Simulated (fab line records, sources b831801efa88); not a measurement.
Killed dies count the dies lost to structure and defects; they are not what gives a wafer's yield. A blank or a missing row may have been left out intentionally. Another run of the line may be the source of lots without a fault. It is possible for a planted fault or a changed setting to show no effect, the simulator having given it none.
fab line records + flow gf180mcu
[record]
- lots = 12
- wafers = 36
- last_day = 34
route steps=602 shown STI@16 NWELL@51 POLY_GATE@171
lots that met no fault: taken from a fault-free run of the same line
start_h: hours from the record's opening day to when the first of the lot's shown wafers began + wait_h: how many hours have passed since the lot's step before this one + " unchanged from the row above + L1.1+2: several wafers, shown together as one row + - either no value or no given start + * or withheld: withheld + < > ~ a bound
route shown NAME@n: NAME is a module with steps in the file, n the number in the route of the first one + usual: average and standard deviation across the fault-free wafers + same: alike in all rows + chamber/n: place in a boat + sites: the reading at each site + _std_site: how widely they spread, as a standard deviation + _edge_site: the outer-site mean with the inner-site mean subtracted + radius_mm: how far each site lies from the wafer's centre + mask NAME#n: copy n + behind: the most recent tool/chamber to have shaped the wafer + hold: reason for holding the lot/hours on hold/outcome of the hold + device: the n, p or np transistor that did not switch + end of line: the tests these same wafers got at the end of their route + step lacking rows: just its recipe + killed: dies that structure and defects cost at the first sort, which is not the same as the wafer's yield + map: per-die view of a wafer (x killed, . not killed, _ where there is no die)
set.NAME: the setting the step ran with; set.NAME@STEP: the setting that earlier step ran with + model.NAME: the simulator's own value behind a step, which no gauge read
route steps across a sampled set of lots; one table per step, one row per wafer
services: a tool's chamber out of use, with start hour (start_h, from the record's first day; less than 0 if before it), hours out, and reason
[[steps]]
[step GF_STI_STRIP_15]
[recipe]
- chemistry = O2/N2
- power_w = 1400
- pressure_mtorr = 1500
- platen_temp_c = 250
- o2_flow_sccm = 3000
- n2_flow_sccm = 300
- overash_fraction = 0.5
[usual]
- drypump_motor_current_A = 5.53/0.29
- heater_power_w = 325/23
- n2_flow_sccm = 299.9/0.83
- oes_product_au = 0.386/0.005
- strip_time_to_endpoint_s = 3.76/0.033
| lot.wafer | tool            | chamber | start_h | wait_h | drypump_motor_current_A | heater_power_w | n2_flow_sccm | oes_product_au | rf_hours_counter_h | strip_time_to_endpoint_s |
|-----------|-----------------|---------|---------|--------|-------------------------|----------------|--------------|----------------|--------------------|--------------------------|
| L316.1    | plasma_asher-03 | 1       | 28.15   | 0.0    | 5.97                    | 383            | 301.1        | 0.386          | 37                 | 3.73                     |
| L316.2    | "               | 0       | "       | "      | 5.55                    | 322            | 299.5        | 0.385          | 37                 | 3.74                     |
| L316.3    | "               | 0       | "       | "      | 5.54                    | 331            | 299.6        | 0.385          | -                  | 3.74                     |
| L317.1    | plasma_asher-03 | 1       | 30.95   | 0.0    | 5.97                    | 386            | 299.2        | 0.390          | 38                 | 3.81                     |
| L317.2    | "               | 0       | "       | "      | 5.55                    | 332            | 299.1        | 0.386          | 38                 | 3.78                     |
| L317.4    | "               | 0       | "       | "      | 5.57                    | 321            | 298.4        | 0.386          | -                  | 3.82                     |
| L318.2    | plasma_asher-04 | 0       | 36.10   | 0.0    | 5.31                    | 313            | 300.4        | 0.384          | 24                 | 3.76                     |
| L318.5    | "               | 1       | "       | "      | 5.23                    | 322            | 301.0        | 0.382          | -                  | 3.69                     |
| L318.6    | "               | 0       | "       | "      | 5.30                    | 313            | 300.1        | 0.389          | -                  | 3.72                     |
| L319.1    | plasma_asher-03 | 0       | 41.40   | 0.0    | 5.51                    | 334            | 300.7        | 0.381          | 39                 | 3.74                     |
| L319.3    | "               | 1       | "       | "      | 5.98                    | 390            | 301.0        | 0.387          | -                  | 3.77                     |
| L319.6    | "               | 1       | "       | "      | 5.97                    | 394            | 300.6        | 0.391          | -                  | 3.74                     |
| L321.1    | plasma_asher-01 | 0       | 51.40   | 0.0    | 5.99                    | 319            | 300.1        | 0.381          | 38                 | 3.79                     |
| L321.3    | "               | 1       | "       | "      | 5.62                    | 305            | 300.0        | 0.391          | -                  | 3.75                     |
| L321.6    | "               | 0       | "       | "      | 5.96                    | 318            | 298.6        | 0.389          | -                  | 3.76                     |
| L322.2    | plasma_asher-01 | 1       | 56.10   | 0.0    | 5.62                    | 303            | 300.1        | 0.391          | 39                 | 3.75                     |
| L322.3    | "               | 0       | "       | "      | 5.99                    | 323            | 299.1        | 0.388          | -                  | 3.77                     |
| L322.4    | "               | 1       | "       | "      | 5.60                    | 305            | 300.6        | 0.386          | -                  | 3.77                     |
| L323.2    | plasma_asher-03 | 1       | 61.25   | 0.0    | 5.96                    | 380            | 301.2        | 0.387          | 41                 | 3.75                     |
| L323.3    | "               | 1       | "       | "      | 5.96                    | 384            | 300.0        | 0.378          | -                  | 3.65                     |
| L323.6    | "               | 0       | "       | "      | 5.56                    | 319            | 299.5        | 0.382          | -                  | 3.68                     |
| L324.3    | plasma_asher-04 | 1       | 67.48   | 0.1    | 5.24                    | 324            | 299.0        | 0.378          | -                  | 3.75                     |
| L324.4    | "               | 0       | "       | "      | 5.33                    | 316            | 300.6        | 0.385          | -                  | 3.76                     |
| L324.5    | "               | 1       | "       | "      | 5.24                    | 332            | 300.0        | 0.386          | -                  | 3.76                     |
| L326.2    | plasma_asher-03 | 0       | 76.49   | 0.0    | 5.57                    | 326            | 301.1        | 0.378          | 42                 | 3.74                     |
| L326.3    | "               | 0       | "       | "      | 5.57                    | 333            | 300.5        | 0.380          | -                  | 3.80                     |
| L326.5    | "               | 0       | "       | "      | 5.56                    | 330            | 299.0        | 0.375          | -                  | 3.75                     |
| L327.1    | plasma_asher-03 | 1       | 82.25   | 0.0    | 5.95                    | 374            | 297.8        | 0.387          | 43                 | 3.75                     |
| L327.2    | "               | 0       | "       | "      | 5.55                    | 327            | 299.8        | 0.389          | 43                 | 3.78                     |
| L327.5    | "               | 0       | "       | "      | 5.56                    | 331            | 298.3        | 0.383          | -                  | 3.72                     |
| L336.2    | plasma_asher-04 | 1       | 128.30  | 0.0    | 5.24                    | 315            | 299.5        | 0.383          | 35                 | 3.80                     |
| L336.3    | "               | 0       | "       | "      | 5.29                    | 307            | 300.2        | 0.381          | -                  | 3.79                     |
| L336.4    | "               | 1       | "       | "      | 5.23                    | 327            | 300.0        | 0.380          | -                  | 3.74                     |
| L338.1    | plasma_asher-04 | 1       | 138.50  | 0.0    | 5.22                    | 318            | 302.5        | 0.389          | 36                 | 3.75                     |
| L338.4    | "               | 1       | "       | "      | 5.23                    | 316            | 300.6        | 0.384          | -                  | 3.73                     |
| L338.6    | "               | 1       | "       | "      | 5.21                    | 322            | 301.5        | 0.375          | -                  | 3.76                     |
[step GF_NWELL_IMPLANT_09]
[recipe]
- species = P
- energy_kev = 160
- dose_cm2 = 4e+12
- tilt_deg = 0
[usual]
- dose_ions_cm2 = 3.999e+12/4.6e+09
- faraday_current_uA = 22.5/0.46
[same]
- implant_ion_amu = 31
| lot.wafer | tool         | chamber | start_h | wait_h | dose_ions_cm2 | faraday_current_uA |
|-----------|--------------|---------|---------|--------|---------------|--------------------|
| L316.1    | implanter-01 | 0       | 58.05   | 0.1    | 3.999e+12     | 22.7               |
| L316.2    | "            | 0       | "       | "      | 3.99e+12      | 22.3               |
| L316.3    | "            | 0       | "       | "      | 3.997e+12     | 22.7               |
| L317.1    | implanter-04 | 0       | 60.95   | 0.1    | 4.002e+12     | 22.9               |
| L317.2    | "            | 0       | "       | "      | 4.005e+12     | 21.9               |
| L317.4    | "            | 0       | "       | "      | 4.004e+12     | 21.6               |
| L318.2    | implanter-02 | 0       | 66.13   | 0.1    | 3.991e+12     | 22.5               |
| L318.5    | "            | 0       | "       | "      | 3.997e+12     | 22.4               |
| L318.6    | "            | 0       | "       | "      | 3.996e+12     | 22.7               |
| L319.1    | implanter-02 | 0       | 71.90   | 0.1    | 4.001e+12     | 21.6               |
| L319.3    | "            | 0       | "       | "      | 3.994e+12     | 22.7               |
| L319.6    | "            | 0       | "       | "      | 3.993e+12     | 23.0               |
| L321.1    | implanter-04 | 0       | 82.55   | 0.1    | 3.999e+12     | 22.7               |
| L321.3    | "            | 0       | "       | "      | 3.995e+12     | 22.5               |
| L321.6    | "            | 0       | "       | "      | 3.995e+12     | 22.7               |
| L322.2    | implanter-04 | 0       | 86.82   | 0.1    | 3.995e+12     | 22.1               |
| L322.3    | "            | 0       | "       | "      | 3.995e+12     | 23.0               |
| L322.4    | "            | 0       | "       | "      | 3.995e+12     | 23.0               |
| L323.2    | implanter-01 | 0       | 93.79   | 0.1    | 4.002e+12     | 22.1               |
| L323.3    | "            | 0       | "       | "      | 3.999e+12     | 21.9               |
| L323.6    | "            | 0       | "       | "      | 3.997e+12     | 22.1               |
| L324.3    | implanter-02 | 0       | 100.41  | 0.1    | 3.995e+12     | 22.3               |
| L324.4    | "            | 0       | "       | "      | 3.995e+12     | 22.9               |
| L324.5    | "            | 0       | "       | "      | 3.999e+12     | 22.3               |
| L326.2    | implanter-04 | 0       | 109.47  | 0.1    | 4.002e+12     | 22.7               |
| L326.3    | "            | 0       | "       | "      | 4.005e+12     | 22.3               |
| L326.5    | "            | 0       | "       | "      | 3.999e+12     | 22.4               |
| L327.1    | implanter-01 | 0       | 116.60  | 0.1    | 3.99e+12      | 22.3               |
| L327.2    | "            | 0       | "       | "      | 3.996e+12     | 22.4               |
| L327.5    | "            | 0       | "       | "      | 3.995e+12     | 22.9               |
| L336.2    | implanter-04 | 0       | 165.09  | 0.1    | 6.622e+12     | 37.1               |
| L336.3    | "            | 0       | "       | "      | 6.619e+12     | 37.6               |
| L336.4    | "            | 0       | "       | "      | 6.623e+12     | 37.1               |
| L338.1    | implanter-04 | 0       | 174.71  | 0.1    | 6.63e+12      | 37.0               |
| L338.4    | "            | 0       | "       | "      | 6.629e+12     | 37.0               |
| L338.6    | "            | 0       | "       | "      | 6.624e+12     | 38.2               |
[step GF_NWELL_TW_MEAS_11]
[usual]
- NWELL_TW = 1578/14
| lot.wafer | tool          | chamber | start_h | wait_h | NWELL_TW |
|-----------|---------------|---------|---------|--------|----------|
| L316.1    | film_metro-01 | -       | 58.30   | 0.1    | 1591     |
| L316.2    | "             | -       | "       | "      | 1587     |
| L316.3    | "             | -       | "       | "      | 1589     |
| L317.1    | film_metro-01 | -       | 61.20   | 0.1    | 1594     |
| L317.2    | "             | -       | "       | "      | 1589     |
| L317.4    | "             | -       | "       | "      | 1590     |
| L318.2    | film_metro-03 | -       | 66.36   | 0.1    | 1583     |
| L318.5    | "             | -       | "       | "      | 1590     |
| L318.6    | "             | -       | "       | "      | 1577     |
| L319.1    | film_metro-04 | -       | 72.15   | 0.1    | 1574     |
| L319.3    | "             | -       | "       | "      | 1574     |
| L319.6    | "             | -       | "       | "      | 1574     |
| L321.1    | film_metro-01 | -       | 82.80   | 0.1    | 1592     |
| L321.3    | "             | -       | "       | "      | 1597     |
| L321.6    | "             | -       | "       | "      | 1594     |
| L322.2    | film_metro-03 | -       | 87.06   | 0.1    | 1581     |
| L322.3    | "             | -       | "       | "      | 1581     |
| L322.4    | "             | -       | "       | "      | 1575     |
| L323.2    | film_metro-03 | -       | 94.02   | 0.1    | 1579     |
| L323.3    | "             | -       | "       | "      | 1581     |
| L323.6    | "             | -       | "       | "      | 1577     |
| L324.3    | film_metro-03 | -       | 100.63  | 0.1    | 1588     |
| L324.4    | "             | -       | "       | "      | 1585     |
| L324.5    | "             | -       | "       | "      | 1586     |
| L326.2    | film_metro-04 | -       | 109.71  | 0.1    | 1562     |
| L326.3    | "             | -       | "       | "      | 1549     |
| L326.5    | "             | -       | "       | "      | 1556     |
| L327.1    | film_metro-04 | -       | 116.85  | 0.1    | 1565     |
| L327.2    | "             | -       | "       | "      | 1560     |
| L327.5    | "             | -       | "       | "      | 1570     |
| L336.2    | film_metro-03 | -       | 165.32  | 0.1    | 1634     |
| L336.3    | "             | -       | "       | "      | 1632     |
| L336.4    | "             | -       | "       | "      | 1630     |
| L338.1    | film_metro-03 | -       | 174.96  | 0.1    | 1634     |
| L338.4    | "             | -       | "       | "      | 1642     |
| L338.6    | "             | -       | "       | "      | 1640     |
[step GF_VT_IMPLANT_RS_MEAS_47]
[recipe]
- thk_meas_gauge = four-point-probe
[usual]
- NWELL_RS = 488.3/1.4
| lot.wafer | tool          | chamber | start_h | wait_h | NWELL_RS[ohm/sq] |
|-----------|---------------|---------|---------|--------|------------------|
| L316.1    | film_metro-03 | -       | 158.53  | 0.1    | 487.7            |
| L316.2    | "             | -       | "       | "      | 490.0            |
| L316.3    | "             | -       | "       | "      | 486.9            |
| L317.1    | film_metro-03 | -       | 163.93  | 0.1    | 486.8            |
| L317.2    | "             | -       | "       | "      | 489.0            |
| L317.4    | "             | -       | "       | "      | 489.2            |
| L318.2    | film_metro-01 | -       | 169.76  | 0.1    | 486.9            |
| L318.5    | "             | -       | "       | "      | 487.8            |
| L318.6    | "             | -       | "       | "      | 489.8            |
| L319.1    | film_metro-04 | -       | 176.28  | 0.1    | 488.3            |
| L319.3    | "             | -       | "       | "      | 487.7            |
| L319.6    | "             | -       | "       | "      | 487.4            |
| L321.1    | film_metro-01 | -       | 190.83  | 0.1    | 488.4            |
| L321.3    | "             | -       | "       | "      | 487.1            |
| L321.6    | "             | -       | "       | "      | 486.2            |
| L322.2    | film_metro-01 | -       | 196.96  | 0.1    | 490.4            |
| L322.3    | "             | -       | "       | "      | 488.2            |
| L322.4    | "             | -       | "       | "      | 489.4            |
| L323.2    | film_metro-03 | -       | 205.60  | 0.1    | 488.8            |
| L323.3    | "             | -       | "       | "      | 489.6            |
| L323.6    | "             | -       | "       | "      | 489.6            |
| L324.3    | film_metro-03 | -       | 210.57  | 0.1    | 486.2            |
| L324.4    | "             | -       | "       | "      | 485.7            |
| L324.5    | "             | -       | "       | "      | 487.2            |
| L326.2    | film_metro-04 | -       | 225.24  | 0.1    | 488.7            |
| L326.3    | "             | -       | "       | "      | 490.7            |
| L326.5    | "             | -       | "       | "      | 488.4            |
| L327.1    | film_metro-01 | -       | 233.47  | 0.1    | 486.4            |
| L327.2    | "             | -       | "       | "      | 486.0            |
| L327.5    | "             | -       | "       | "      | 486.9            |
| L336.2    | film_metro-01 | -       | 294.89  | 0.1    | 446.5            |
| L336.3    | "             | -       | "       | "      | 448.7            |
| L336.4    | "             | -       | "       | "      | 447.6            |
| L338.1    | film_metro-04 | -       | 304.92  | 0.1    | 446.8            |
| L338.4    | "             | -       | "       | "      | 446.3            |
| L338.6    | "             | -       | "       | "      | 445.9            |
[step GF_POLY_GATE_STRIP_14]
[recipe]
- chemistry = O2/N2
- power_w = 1400
- pressure_mtorr = 1500
- platen_temp_c = 250
- o2_flow_sccm = 3000
- n2_flow_sccm = 300
- overash_fraction = 0.5
[usual]
- drypump_motor_current_A = 5.61/0.29
- heater_power_w = 325/26
- n2_flow_sccm = 300.0/0.86
- oes_product_au = 0.504/0.0042
| lot.wafer | tool            | chamber | start_h | wait_h | drypump_motor_current_A | heater_power_w | n2_flow_sccm | oes_product_au | rf_hours_counter_h |
|-----------|-----------------|---------|---------|--------|-------------------------|----------------|--------------|----------------|--------------------|
| L316.1    | plasma_asher-01 | 0       | 198.64  | 0.0    | 6.02                    | 324            | 299.2        | 0.502          | 51                 |
| L316.2    | "               | 1       | "       | "      | 5.62                    | 303            | 299.2        | 0.504          | 51                 |
| L316.3    | "               | 0       | "       | "      | 6.06                    | 319            | 300.7        | 0.505          | -                  |
| L317.1    | plasma_asher-03 | 0       | 202.84  | 0.0    | 5.55                    | 341            | 300.6        | 0.505          | 55                 |
| L317.2    | "               | 1       | "       | "      | 5.96                    | 390            | 298.6        | 0.499          | 55                 |
| L317.4    | "               | 1       | "       | "      | 5.95                    | 390            | 298.2        | 0.498          | -                  |
| L318.2    | plasma_asher-03 | 1       | 208.19  | 0.0    | 5.95                    | 377            | 299.3        | 0.499          | 56                 |
| L318.5    | "               | 0       | "       | "      | 5.56                    | 326            | 299.9        | 0.501          | -                  |
| L318.6    | "               | 1       | "       | "      | 5.96                    | 388            | 300.0        | 0.502          | -                  |
| L319.1    | plasma_asher-01 | 0       | 214.79  | 0.0    | 5.98                    | 324            | 301.3        | 0.502          | 53                 |
| L319.3    | "               | 0       | "       | "      | 5.98                    | 322            | 299.2        | 0.505          | -                  |
| L319.6    | "               | 1       | "       | "      | 5.59                    | 300            | 300.7        | 0.498          | -                  |
| L321.1    | plasma_asher-03 | 0       | 233.24  | 0.0    | 5.57                    | 333            | 302.3        | 0.516          | 58                 |
| L321.3    | "               | 0       | "       | "      | 5.55                    | 328            | 299.9        | 0.504          | -                  |
| L321.6    | "               | 0       | "       | "      | 5.56                    | 327            | 300.6        | 0.505          | -                  |
| L322.2    | plasma_asher-01 | 1       | 239.24  | 0.0    | 5.60                    | 297            | 298.1        | 0.498          | 55                 |
| L322.3    | "               | 1       | "       | "      | 5.59                    | 297            | 299.4        | 0.503          | -                  |
| L322.4    | "               | 0       | "       | "      | 5.95                    | 330            | 298.6        | 0.511          | -                  |
| L323.2    | plasma_asher-04 | 0       | 248.79  | 0.0    | 5.33                    | 307            | 301.2        | 0.509          | 48                 |
| L323.3    | "               | 1       | "       | "      | 5.23                    | 327            | 300.1        | 0.503          | -                  |
| L323.6    | "               | 0       | "       | "      | 5.32                    | 311            | 299.7        | 0.505          | -                  |
| L324.3    | plasma_asher-01 | 1       | 253.28  | 0.1    | 5.61                    | 294            | 301.4        | 0.511          | -                  |
| L324.4    | "               | 0       | "       | "      | 6.03                    | 320            | 299.4        | 0.499          | -                  |
| L324.5    | "               | 0       | "       | "      | 5.99                    | 315            | 298.7        | 0.508          | -                  |
| L326.2    | plasma_asher-03 | 1       | 272.13  | 0.0    | 5.97                    | 378            | 298.1        | 0.503          | 61                 |
| L326.3    | "               | 0       | "       | "      | 5.54                    | 330            | 299.7        | 0.503          | -                  |
| L326.5    | "               | 1       | "       | "      | 5.95                    | 384            | 300.0        | 0.507          | -                  |
| L327.1    | plasma_asher-04 | 1       | 278.97  | 0.0    | 5.22                    | 322            | 299.5        | 0.504          | 51                 |
| L327.2    | "               | 0       | "       | "      | 5.30                    | 315            | 300.6        | 0.502          | 51                 |
| L327.5    | "               | 0       | "       | "      | 5.34                    | 319            | 301.2        | 0.502          | -                  |
| L336.2    | plasma_asher-01 | 0       | 342.52  | 0.0    | 5.99                    | 319            | 300.3        | 0.504          | 66                 |
| L336.3    | "               | 1       | "       | "      | 5.60                    | 297            | 298.4        | 0.510          | -                  |
| L336.4    | "               | 0       | "       | "      | 5.97                    | 309            | 300.1        | 0.501          | -                  |
| L338.1    | plasma_asher-04 | 0       | 352.87  | 0.0    | 5.34                    | 313            | 299.7        | 0.504          | 59                 |
| L338.4    | "               | 0       | "       | "      | 5.31                    | 309            | 300.5        | 0.504          | -                  |
| L338.6    | "               | 0       | "       | "      | 5.29                    | 316            | 299.8        | 0.501          | -                  |
[step GF_POLY_GATE_THK_MEAS_17]
[recipe]
- reads = SiO2_of_POLY_GATE_OXIDATION_16
[usual]
- POLY_GATE_OXIDATION_THK = 3.99/0.093
| lot.wafer | tool          | chamber | start_h | wait_h | POLY_GATE_OXIDATION_THK[nm] |
|-----------|---------------|---------|---------|--------|-----------------------------|
| L316.1    | film_metro-02 | -       | 200.20  | 0.0    | 3.87                        |
| L316.2    | "             | -       | "       | "      | 3.96                        |
| L316.3    | "             | -       | "       | "      | 3.95                        |
| L317.1    | film_metro-03 | -       | 204.24  | 0.0    | 3.89                        |
| L317.2    | "             | -       | "       | "      | 3.91                        |
| L317.4    | "             | -       | "       | "      | 3.82                        |
| L318.2    | film_metro-03 | -       | 209.60  | 0.0    | 3.95                        |
| L318.5    | "             | -       | "       | "      | 3.88                        |
| L318.6    | "             | -       | "       | "      | 3.98                        |
| L319.1    | film_metro-03 | -       | 216.19  | 0.0    | 3.91                        |
| L319.3    | "             | -       | "       | "      | 3.83                        |
| L319.6    | "             | -       | "       | "      | 3.82                        |
| L321.1    | film_metro-02 | -       | 234.64  | 0.0    | 4.02                        |
| L321.3    | "             | -       | "       | "      | 4.00                        |
| L321.6    | "             | -       | "       | "      | 4.01                        |
| L322.2    | film_metro-02 | -       | 242.74  | 0.0    | 3.98                        |
| L322.3    | "             | -       | "       | "      | 3.92                        |
| L322.4    | "             | -       | "       | "      | 3.94                        |
| L323.2    | film_metro-04 | -       | 252.63  | 0.0    | 3.77                        |
| L323.3    | "             | -       | "       | "      | 3.87                        |
| L323.6    | "             | -       | "       | "      | 3.80                        |
| L324.3    | film_metro-02 | -       | 257.67  | 0.0    | 4.05                        |
| L324.4    | "             | -       | "       | "      | 3.99                        |
| L324.5    | "             | -       | "       | "      | 4.17                        |
| L326.2    | film_metro-03 | -       | 273.65  | 0.0    | 3.95                        |
| L326.3    | "             | -       | "       | "      | 4.00                        |
| L326.5    | "             | -       | "       | "      | 3.97                        |
| L327.1    | film_metro-03 | -       | 280.37  | 0.0    | 3.91                        |
| L327.2    | "             | -       | "       | "      | 3.91                        |
| L327.5    | "             | -       | "       | "      | 3.94                        |
| L336.2    | film_metro-04 | -       | 343.93  | 0.0    | 4.05                        |
| L336.3    | "             | -       | "       | "      | 3.99                        |
| L336.4    | "             | -       | "       | "      | 4.11                        |
| L338.1    | film_metro-02 | -       | 354.43  | 0.0    | 4.21                        |
| L338.4    | "             | -       | "       | "      | 4.17                        |
| L338.6    | "             | -       | "       | "      | 4.27                        |
[[services]]
| tool            | chamber | start_h | hours | kind   |
|-----------------|---------|---------|-------|--------|
| plasma_asher-01 | -       | 12.10   | 1.1   | repair |
| implanter-01    | -       | 14.36   | 2.6   | pm     |
| plasma_asher-04 | -       | 56.15   | 0.9   | repair |
| plasma_asher-01 | -       | 84.94   | 14.6  | pm     |
| plasma_asher-03 | -       | 89.92   | 4.2   | repair |
| implanter-01    | -       | 95.72   | 3.7   | repair |
| implanter-01    | -       | 100.10  | 3.5   | repair |
| plasma_asher-04 | -       | 144.11  | 0.6   | repair |
| implanter-02    | -       | 150.73  | 2.8   | repair |
| implanter-04    | -       | 178.57  | 3.2   | pm     |
| implanter-01    | -       | 215.51  | 22.5  | pm     |
| implanter-04    | -       | 216.18  | 1.6   | repair |
| plasma_asher-03 | -       | 242.40  | 11.3  | repair |
| implanter-04    | -       | 275.60  | 4.1   | repair |
| implanter-04    | -       | 296.52  | 1.5   | repair |
| implanter-01    | -       | 307.72  | 4.9   | repair |
| implanter-04    | -       | 322.04  | 1.8   | repair |
[[key]]
[first_sign]
- step = GF_NWELL_IMPLANT_09
- reading = dose_ions_cm2
- direction = up
- sigmas = 99+
- usual = 3.999e+12
- struck = 6.625e+12
[effect]
- step = GF_NWELL_IMPLANT_09
- reading = faraday_current_uA
- direction = up
- sigmas = 32
- usual = 22.5
- struck = 37.3
[effect]
- step = GF_NWELL_TW_MEAS_11
- reading = NWELL_TW
- direction = up
- sigmas = 4.1
- usual = 1578
- struck = 1635
[effect]
- step = GF_VT_IMPLANT_RS_MEAS_47
- reading = NWELL_RS
- direction = down
- sigmas = 29
- usual = 488.3
- struck = 447.0
met_at GF_NWELL_IMPLANT_09
struck_lots L336,L338
tester_left_out L336,L338
not_acting_at GF_STI_STRIP_15,GF_POLY_GATE_STRIP_14,GF_POLY_GATE_THK_MEAS_17
onset_between 109.47 165.09
[fault]
- kind = process_parameter_drift
- tool = implanter-04
- chamber = -
- onset_h = 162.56
- steps = GF_NWELL_IMPLANT_09
- channel = dose_cm2
- offset = 2.6261e+12
- shape = step
- end_h = 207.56
- acts_in = these_recipes_only
- stated = 4e+12
// tester_left_out: of these lots the tester's yield and bins aren't shown, on N5 and GAA mostly nor the transistor test; their killed dies are dies lost to structure and defects alone, not to doping, threshold or leakage, so they don't give the yield
